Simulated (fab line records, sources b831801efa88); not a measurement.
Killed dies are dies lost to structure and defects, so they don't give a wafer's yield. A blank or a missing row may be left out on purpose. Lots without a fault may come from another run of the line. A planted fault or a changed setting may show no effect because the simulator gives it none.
fab line records | flow gf180mcu
record lots=13 wafers=39 last_day=34
route steps=602 shown VT_IMPLANT@109 M3@409 V3@432
lots that met no fault: from a run of the same line without faults
start_h: hours from the record's first day to the start of the lot's first wafer shown | wait_h: hours since the lot's step before | " the same as in the row above | L1.1+2: a row that stands for several wafers | - no value, or no start given | * or withheld: withheld | < > ~ a bound
route shown NAME@n: a module of which the file shows steps, and the number in the route of the first | usual: mean/standard deviation of fault-free wafers | same: alike in all rows | chamber/n: place in a boat | sites: the reading at each site | _std_site: their standard deviation | _edge_site: outer sites' mean less inner sites' | radius_mm: how far each site lies from the wafer's centre | mask NAME#n: copy n | behind: the tool/chamber that last shaped the wafer | hold: why the lot was held/for how many hours/how that ended | device: the transistor (n, p or np) that didn't switch | end of line: the same wafers' tests at the end of the route | a step without rows: its recipe alone | killed: dies lost to structure and defects at the first sort, not the wafer's yield | map: a wafer's dies, x killed, . not, _ none there
set.NAME: the setting as run; set.NAME@STEP: as run at that earlier step | model.NAME: the simulator's own value behind a step, which no gauge read
steps of the route over a sample of lots; a table a step, a row a wafer
services: from which hour (start_h, from the record's first day; less than 0 if before it) a tool's chamber was out of use, for how many hours, and why
## steps
# step GF_VT_IMPLANT_IMPLANT_19
# recipe species=As energy_kev=100 dose_cm2=4.35e+12 tilt_deg=7
# usual beam_energy_keV=100.00/0.031 dose_ions_cm2=4.35e+12/5.1e+09
# columns lot.wafer tool chamber start_h wait_h beam_energy_keV dose_ions_cm2
L734.1 implanter-03 0 127.16 0.0 100.01 4.344e+12
L734.2 " 0 " " 99.97 4.342e+12
L734.5 " 0 " " 99.98 4.345e+12
L735.1 implanter-03 0 130.71 0.0 100.01 4.346e+12
L735.4 " 0 " " 100.03 4.349e+12
L735.6 " 0 " " 100.00 4.354e+12
L736.1 implanter-01 0 139.31 0.0 100.01 4.351e+12
L736.3 " 0 " " 99.99 4.348e+12
L736.6 " 0 " " 99.97 4.344e+12
L737.1 implanter-03 0 145.93 0.0 99.98 4.352e+12
L737.3 " 0 " " 100.01 4.352e+12
L737.5 " 0 " " 99.97 4.346e+12
L738.2 implanter-03 0 149.51 0.0 100.00 4.359e+12
L738.3 " 0 " " 100.02 4.353e+12
L738.5 " 0 " " 100.03 4.348e+12
L740.1 implanter-02 0 167.16 0.0 100.05 4.354e+12
L740.2 " 0 " " 100.00 4.356e+12
L740.3 " 0 " " 100.02 4.356e+12
L748.1 implanter-03 0 215.81 0.0 107.06 4.354e+12
L748.4 " 0 " " 107.06 4.348e+12
L748.6 " 0 " " 107.05 4.344e+12
L750.2 implanter-03 0 227.81 0.0 107.00 4.347e+12
L750.3 " 0 " " 107.03 4.344e+12
L750.4 " 0 " " 107.05 4.345e+12
L751.1 implanter-01 0 236.01 0.0 100.04 4.338e+12
L751.3 " 0 " " 100.02 4.344e+12
L751.4 " 0 " " 100.06 4.341e+12
L752.2 implanter-01 0 239.63 0.0 100.02 4.354e+12
L752.5 " 0 " " 100.03 4.352e+12
L752.6 " 0 " " 100.05 4.354e+12
L753.1 implanter-01 0 249.23 0.0 99.97 4.349e+12
L753.5 " 0 " " 99.94 4.35e+12
L753.6 " 0 " " 99.96 4.347e+12
L754.2 implanter-02 0 258.38 0.0 100.02 4.345e+12
L754.3 " 0 " " 100.01 4.348e+12
L754.5 " 0 " " 100.00 4.352e+12
L756.3 implanter-01 0 265.83 0.1 99.99 4.349e+12
L756.4 " 0 " " 99.96 4.361e+12
L756.5 " 0 " " 99.97 4.365e+12
# step GF_VT_IMPLANT_TW_MEAS_21
# usual VT_IMPLANT_2_TW=1223/4.3
# columns lot.wafer tool chamber start_h wait_h VT_IMPLANT_2_TW
L734.1 film_metro-03 - 127.41 0.1 1220
L734.2 " - " " 1223
L734.5 " - " " 1224
L735.1 film_metro-02 - 130.98 0.1 1221
L735.4 " - " " 1233
L735.6 " - " " 1230
L736.1 film_metro-02 - 139.56 0.1 1220
L736.3 " - " " 1226
L736.6 " - " " 1222
L737.1 film_metro-03 - 146.18 0.1 1222
L737.3 " - " " 1224
L737.5 " - " " 1223
L738.2 film_metro-02 - 149.74 0.1 1218
L738.3 " - " " 1225
L738.5 " - " " 1216
L740.1 film_metro-03 - 167.41 0.1 1221
L740.2 " - " " 1225
L740.3 " - " " 1225
L748.1 film_metro-02 - 216.06 0.1 1245
L748.4 " - " " 1246
L748.6 " - " " 1241
L750.2 film_metro-02 - 228.04 0.1 1240
L750.3 " - " " 1245
L750.4 " - " " 1247
L751.1 film_metro-02 - 236.26 0.1 1221
L751.3 " - " " 1225
L751.4 " - " " 1224
L752.2 film_metro-03 - 239.87 0.1 1217
L752.5 " - " " 1221
L752.6 " - " " 1218
L753.1 film_metro-02 - 249.48 0.1 1227
L753.5 " - " " 1225
L753.6 " - " " 1225
L754.2 film_metro-02 - 258.63 0.1 1235
L754.3 " - " " 1232
L754.5 " - " " 1231
L756.3 film_metro-02 - 266.05 0.1 1219
L756.4 " - " " 1224
L756.5 " - " " 1229
# step GF_M3_SPUTTER_00
# recipe material=Ti target_thk_nm=37.5 arriving_ion_energy_ev=80 substrate_temp_c=200 chamber_pressure_pa=2 power_w=4092 time_s=150
# usual throttle_valve_pct=30.0/1
# columns lot.wafer tool chamber start_h wait_h throttle_valve_pct
L734.1 pvd_sputter-01 - 467.60 0.2 31.3
L734.2 " - " " 28.8
L734.5 " - " " 29.0
L735.1 pvd_sputter-03 - 474.67 0.1 29.9
L735.4 " - " " 30.1
L735.6 " - " " 31.8
L736.1 pvd_sputter-01 - 486.78 0.1 28.8
L736.3 " - " " 31.4
L736.6 " - " " 31.7
L737.1 pvd_sputter-01 - 494.87 0.2 29.1
L737.3 " - " " 31.5
L737.5 " - " " 29.3
L738.2 pvd_sputter-03 - 502.31 0.2 30.0
L738.3 " - " " 28.3
L738.5 " - " " 28.2
L740.1 pvd_sputter-01 - 528.50 0.2 30.5
L740.2 " - " " 29.1
L740.3 " - " " 29.0
L748.1 pvd_sputter-03 - 592.98 0.1 30.0
L748.4 " - " " 27.8
L748.6 " - " " 28.1
L750.2 pvd_sputter-03 - 600.28 0.1 30.3
L750.3 " - " " 31.7
L750.4 " - " " 27.8
L751.1 pvd_sputter-01 - 612.36 0.2 30.2
L751.3 " - " " 29.1
L751.4 " - " " 31.5
L752.2 pvd_sputter-04 - 613.68 0.1 30.0
L752.5 " - " " 30.0
L752.6 " - " " 30.8
L753.1 pvd_sputter-04 - 623.45 0.2 30.3
L753.5 " - " " 30.0
L753.6 " - " " 29.4
L754.2 pvd_sputter-04 - 637.03 0.2 29.3
L754.3 " - " " 29.8
L754.5 " - " " 29.9
L756.3 pvd_sputter-04 - 646.50 0.2 29.3
L756.4 " - " " 29.9
L756.5 " - " " 30.2
# step GF_V3_THK_MEAS_03
# recipe reads=SiO2_of_V3_CVD_02
# usual V3_CVD_02_THK=848/12
# columns lot.wafer tool chamber start_h wait_h V3_CVD_02_THK[nm]
L734.1 film_metro-02 - 493.27 0.0 848
L734.2 " - " " 851
L734.5 " - " " 847
L735.1 film_metro-02 - 499.71 0.0 842
L735.4 " - " " 853
L735.6 " - " " 869
L736.1 film_metro-01 - 511.52 0.0 833
L736.3 " - " " 855
L736.6 " - " " 871
L737.1 film_metro-04 - 519.69 0.0 833
L737.3 " - " " 848
L737.5 " - " " 844
L738.2 film_metro-01 - 526.78 0.0 824
L738.3 " - " " 846
L738.5 " - " " 859
L740.1 film_metro-04 - 551.85 0.0 845
L740.2 " - " " 861
L740.3 " - " " 869
L748.1 film_metro-01 - 614.71 0.0 853
L748.4 " - " " 862
L748.6 " - " " 848
L750.2 film_metro-04 - 622.65 0.0 820
L750.3 " - " " 830
L750.4 " - " " 830
L751.1 film_metro-02 - 633.89 0.0 830
L751.3 " - " " 836
L751.4 " - " " 850
L752.2 film_metro-01 - 635.35 0.0 841
L752.5 " - " " 855
L752.6 " - " " 854
L753.1 film_metro-01 - 644.82 0.0 838
L753.5 " - " " 854
L753.6 " - " " 852
L754.2 film_metro-01 - 658.30 0.0 839
L754.3 " - " " 833
L754.5 " - " " 842
L756.3 film_metro-04 - 666.84 0.1 836
L756.4 " - " " 865
L756.5 " - " " 844
# step GF_V3_ETCH_16
# recipe chemistry=N2/H2 target_depth_a=withheld overetch_a=withheld time_s=withheld target=BARC ion_energy_ev=200 source_w=500 bias_w=100 pressure_mtorr=30 n2_flow_sccm=100 h2_flow_sccm=200
# usual drypump_motor_current_A=5.7/0.59 oes_product_au=0.855/0.005 rf_fwd_power_W=494.2/2.4 throttle_valve_pct=13.224/0.0087
# columns lot.wafer tool chamber start_h wait_h drypump_motor_current_A oes_product_au rf_fwd_power_W throttle_valve_pct
L734.1 rie_diel-01 2 517.42 0.0 5.9 0.855 494.2 13.223
L734.2 " 3 " " 4.7 0.855 493.8 13.210
L734.5 " 1 " " 5.0 0.865 495.7 13.230
L735.1 rie_diel-03 1 523.10 0.0 5.1 0.856 495.2 13.223
L735.4 " 2 " " 6.6 0.858 494.4 13.218
L735.6 " 0 " " 5.1 0.869 495.5 13.229
L736.1 rie_diel-01 3 534.97 0.0 4.7 0.849 491.2 13.226
L736.3 " 0 " " 5.5 0.857 490.0 13.233
L736.6 " 3 " " 4.7 0.852 494.4 13.237
L737.1 rie_diel-03 3 543.30 0.0 6.5 0.849 496.1 13.212
L737.3 " 2 " " 6.6 0.856 490.7 13.224
L737.5 " 2 " " 6.6 0.853 494.2 13.210
L738.2 rie_diel-03 2 550.22 0.0 6.6 0.848 494.3 13.224
L738.3 " 3 " " 6.5 0.861 494.4 13.240
L738.5 " 2 " " 6.6 0.853 492.4 13.202
L740.1 rie_diel-01 2 573.92 0.0 5.9 0.854 494.8 13.239
L740.2 " 1 " " 5.0 0.861 494.0 13.215
L740.3 " 0 " " 5.5 0.861 491.4 13.229
L748.1 rie_diel-03 1 635.37 0.0 5.1 0.862 495.7 13.229
L748.4 " 1 " " 5.1 0.857 497.0 13.230
L748.6 " 0 " " 5.1 0.853 493.7 13.217
L750.2 rie_diel-02 1 643.62 0.0 5.9 0.855 496.5 13.221
L750.3 " 2 " " 5.5 0.853 491.5 13.237
L750.4 " 3 " " 5.7 0.841 495.5 13.213
L751.1 rie_diel-01 2 654.32 0.0 5.9 0.855 493.1 13.229
L751.3 " 1 " " 5.0 0.852 498.0 13.228
L751.4 " 3 " " 4.7 0.856 493.4 13.221
L752.2 rie_diel-02 3 655.72 0.0 5.7 0.861 497.7 13.236
L752.5 " 2 " " 5.5 0.860 490.0 13.223
L752.6 " 1 " " 5.9 0.856 495.5 13.232
L753.1 rie_diel-02 3 665.32 0.0 5.6 0.854 492.9 13.223
L753.5 " 0 " " 6.3 0.855 492.5 13.219
L753.6 " 3 " " 5.7 0.850 493.9 13.226
L754.2 rie_diel-01 2 678.09 0.0 5.9 0.852 497.0 13.216
L754.3 " 3 " " 4.7 0.859 492.2 13.224
L754.5 " 3 " " 4.7 0.853 493.6 13.211
L756.3 rie_diel-02 1 686.89 0.0 5.9 0.861 500.0 13.244
L756.4 " 0 " " 6.3 0.847 489.2 13.218
L756.5 " 1 " " 6.0 0.853 499.6 13.237
## services
# columns tool chamber start_h hours kind
implanter-01 - 148.13 3.2 repair
rie_diel-01 0 150.20 14.0 repair
implanter-01 - 155.05 0.6 repair
pvd_sputter-01 - 180.42 1.0 repair
rie_diel-01 0 184.57 15.0 repair
implanter-03 - 193.77 0.7 repair
implanter-01 - 240.32 3.6 repair
implanter-03 - 269.16 44.1 repair
implanter-01 - 281.76 5.6 pm
implanter-03 - 295.48 9.5 repair
pvd_sputter-01 - 316.70 1.0 repair
implanter-03 - 328.87 1.4 repair
implanter-03 - 364.85 3.9 pm
implanter-03 - 372.34 3.9 repair
implanter-03 - 382.29 2.3 repair
rie_diel-01 - 409.82 14.6 pm
rie_diel-01 3 444.38 7.8 repair
implanter-01 - 459.21 14.9 pm
rie_diel-01 0 506.90 14.2 repair
implanter-01 - 531.43 4.3 pm
implanter-01 - 543.58 3.4 repair
implanter-03 - 566.39 1.9 pm
implanter-03 - 590.38 3.3 repair
rie_diel-01 - 621.12 2.8 pm
## key
first_sign step=GF_VT_IMPLANT_IMPLANT_19 reading=beam_energy_keV direction=up sigmas=99+ usual=100.00 struck=107.04
effect step=GF_VT_IMPLANT_TW_MEAS_21 reading=VT_IMPLANT_2_TW direction=up sigmas=4.8 usual=1223 struck=1244
met_at GF_VT_IMPLANT_IMPLANT_19
struck_lots L748,L750
tester_left_out L748,L750
not_acting_at GF_M3_SPUTTER_00,GF_V3_THK_MEAS_03,GF_V3_ETCH_16
onset_between 149.51 215.81
fault kind=process_parameter_drift tool=implanter-03 chamber=- onset_h=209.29 steps=GF_VT_IMPLANT_IMPLANT_19 channel=energy_kev offset=7.0499 shape=step end_h=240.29 acts_in=these_recipes_only stated=100
# tester_left_out: of these lots the tester's yield and bins aren't shown, on N5 and GAA mostly nor the transistor test; their killed dies are dies lost to structure and defects alone, not to doping, threshold or leakage, so they don't give the yield
